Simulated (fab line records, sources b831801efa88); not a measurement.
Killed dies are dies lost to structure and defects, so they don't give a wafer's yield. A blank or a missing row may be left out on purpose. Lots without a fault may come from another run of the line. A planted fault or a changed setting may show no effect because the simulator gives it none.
A struck lot beside a sound one | flow gf180mcu | 17 steps out of a route of 602
Sound: wafers L457.1, L457.2, L457.3. Struck: wafers L460.2, L460.3, L460.6. The cause comes at the end.
At each step with rows: each side's tool, then ch and its chambers, then its first start. Under that, the readings that differ: sound wafers | struck wafers | difference of the means | sigmas: that difference in standard deviations of wafers without a fault.
alike: readings whose means differ by less than 2 such deviations, and words and numbers that are the same on both sides. not compared: withheld readings, readings that some wafer has no value for, bounds like >300 that may hide the same value, and numbers for which the record gives no deviation and whose values overlap.
The two part at a step that has a row with sigmas, a row that says differs or no value, or rows on one side only. Numbers that don't overlap but have no deviation are shown without sigmas and don't part them. A reading that every wafer of one side lacks parts them only if that side has two wafers or more.

first, 3 steps without rows for these wafers: GF_V5_EXPOSE_11 (exposes mask Via5, target cd 260 nm); GF_V5_PEB_12 (peb time 90 s); GF_V5_DEVELOP_13 (develop time 60 s).
GF_V5_CD_MEAS_14: target cd 260 nm.
  sound on cd_sem-02, day 29 02:22; struck on cd_sem-02, day 30 03:14
  alike: cd_nm
GF_V5_OVL_MEAS_15:
  sound on overlay-01, day 29 02:29; struck on overlay-01, day 30 03:20
  reading     | sound      | struck | difference | sigmas
  V5_OVL (nm) | -11 -12 -3 | 8 3 1  | +13        | +3
GF_V5_ETCH_16: etches BARC in N2/H2.
  sound on rie_diel-04 ch 0,1,3, day 29 02:31; struck on rie_diel-04 ch 1,2,3, day 30 03:22
  alike: drypump_motor_current_A, oes_product_au, throttle_valve_pct
GF_V5_ETCH_17: etches SiO2 in C4F8/O2/Ar, stops on TiN, target depth 855 nm.
  sound on rie_diel-04 ch 0,1,3; struck on rie_diel-04 ch 1,2,3
  alike: oes_product_au
GF_V5_STRIP_18: strips in O2/N2.
  sound on plasma_asher-02 ch 0,1, day 29 02:40; struck on plasma_asher-03 ch 0, day 30 03:31
  alike: drypump_motor_current_A, heater_power_w, oes_product_au
  not compared: rf_hours_counter_h
then, 2 steps without rows for these wafers: GF_V5_STRIP_19 (strips in post etch residue remover, time 1200 s); GF_V5_CLEAN_20 (cleans in DIW).
GF_V5_SPUTTER_21: material Ti, target thk 15 nm, time 80.02 s.
  sound on pvd_sputter-03, day 29 03:13; struck on pvd_sputter-03, day 30 04:05
  alike: chamber_pressure_pa, throttle_valve_pct
GF_V5_SPUTTER_22: material TiN, target thk 10 nm, time 40 s.
  sound on pvd_sputter-03, day 29 03:16; struck on pvd_sputter-03, day 30 04:09
  alike: chamber_pressure_pa, throttle_valve_pct
GF_V5_CVD_23: deposits W, target thk 350 nm, time 104.9 s.
  sound on cvd_w-02 ch 0,1, day 29 03:19; struck on cvd_w-01 ch 0,1, day 30 04:11
  no value came back on the struck wafers for chamber_pressure_Torr (Torr), heater_power_outer_w (W), heater_power_w (W); on the sound wafers chamber_pressure_Torr (Torr) reads 39.98 40.12 39.98
GF_V5_RS_MEAS_24: measures by four-point-probe.
  sound on film_metro-01, day 29 03:26; struck on film_metro-03, day 30 04:19
  reading          | sound             | struck               | difference | sigmas
  V5_W_RS (ohm/sq) | 0.331 0.334 0.334 | 42.967 44.661 43.463 | +43.364    | +99 or more
GF_V5_THK_MEAS_25: measures by xrf.
  sound on film_metro-01, day 29 03:33; struck on film_metro-03, day 30 04:26
  reading       | sound       | struck   | difference | sigmas
  V5_W_THK (nm) | 342 336 340 | <0 <0 <0 | differs    |
GF_V5_CMP_26: polishes, stops on SiO2, t overpolish 15 s, target thk 0 nm.
  sound on cmp-02 ch 0,1,2, day 29 03:37; struck on cmp-02 ch 0,1, day 30 04:32
  reading                | sound    | struck | difference | sigmas
  time_to_endpoint_s (s) | 87 85 83 | 1 3 4  | -82        | -25
  alike: edge_zone_pressure_frac, motor_current_A
GF_PASSIVATION_PROBE_99:
  the record has rows for the struck wafers here (prober-01, day 31 19:40) and none for the sound ones

WHERE THEY PART
First at GF_V5_OVL_MEAS_15; last, within this record, at GF_PASSIVATION_PROBE_99.

WHY: what the simulator had put in
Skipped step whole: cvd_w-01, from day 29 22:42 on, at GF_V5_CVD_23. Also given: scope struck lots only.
